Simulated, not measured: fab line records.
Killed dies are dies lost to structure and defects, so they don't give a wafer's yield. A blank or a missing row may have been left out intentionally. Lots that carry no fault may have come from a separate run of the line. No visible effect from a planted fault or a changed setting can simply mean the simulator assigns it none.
Code-filled problem report in 8D (eight disciplines) form + flow sfqLine + the parts of the form that need people (team, actions taken, sign-off) are left out

1. WHAT WENT WRONG
Mean of spinSpeedRpm at SFQ_TRILAYER_I2_VIA_LITHO_COAT_067: 2938.0 rpm across 6 wafers in 2 lots; on wafers with no fault it is 2999.8 rpm (standard deviation 1.8). That is -34 standard deviations from the usual mean.
The step: resist thk 650 nm.
The first sign was on wafer L850.4 at day 36 04:12, on lithoTrack-04. Wafers with a number at this step in the record: 42, from 14 lots. By rule, "out" or "out of limits" means more than 4 standard deviations away from the usual mean. The other wafers with a number count as sound.

2. WHAT IT IS AND WHAT IT IS NOT
| question                    | is                     | is not                                                                    |
|-----------------------------|------------------------|---------------------------------------------------------------------------|
| which readings at this step | spinSpeedRpm           | dispensePressureKPa, resistLineTempC                                      |
| which lots                  | L850, L851             | L834, L836, L837, L838, L840, L842, L844, L846, L848, L849, L853, L857    |
| which wafers of those lots  | all that have a number | -                                                                         |
| read on which tools         | lithoTrack-04          | lithoTrack-01, lithoTrack-03                                              |
| when                        | from day 36 04:12      | up to then (30 sound wafers); but 6 sound wafers of L853, L857 came after |

3. SUSPECTS, AND WHAT RULES EACH OUT
Counting: a tool at a process step up to the reading stays a suspect if it ran every lot that is out and no sound lot after the first of them.
- lithoTrack-04 at SFQ_TRILAYER_I2_VIA_LITHO_COAT_067 (resist thk 650 nm): kept. Every lot that is out went through it, starting with L850 (day 36 04:12), and after that it ran no sound lot; the last sound lot it ran before then is L848 (day 35 23:30). Its own spinSpeedRpm readings are out on those wafers.
Remaining after the count: lithoTrack-04 at SFQ_TRILAYER_I2_VIA_LITHO_COAT_067.

4. THE CAUSE (what the simulator had put in)
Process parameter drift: lithoTrack-04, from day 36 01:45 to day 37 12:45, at SFQ_TRILAYER_I2_VIA_LITHO_COAT_067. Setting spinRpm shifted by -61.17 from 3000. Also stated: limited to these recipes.
Only this tool survived the counting.

5. THE EFFECT CHAIN, in route order
Each row: a reading where the mean over the struck wafers with a number is more than 3 standard deviations away from the usual. Only readings for which the record gives a usual standard deviation are gone through. hours: the time from each lot's start at the first step in this table that gives one to its start at this step, as a median over the lots. sigmas: the change in usual standard deviations.
| hours | step                               | reading      | usual      | on struck wafers | change | sigmas |
|-------|------------------------------------|--------------|------------|------------------|--------|--------|
| 0     | SFQ_TRILAYER_I2_VIA_LITHO_COAT_067 | spinSpeedRpm | 2999.8 rpm | 2938.0           | -61.8  | -34    |
Its process steps:
- SFQ_TRILAYER_I2_VIA_LITHO_COAT_067: resist thk 650 nm.

6. HOW IT WOULD HAVE BEEN CAUGHT EARLIER
The fault began at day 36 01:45; the first out-of-limits reading in this record came at day 36 04:12, 2 hours later.
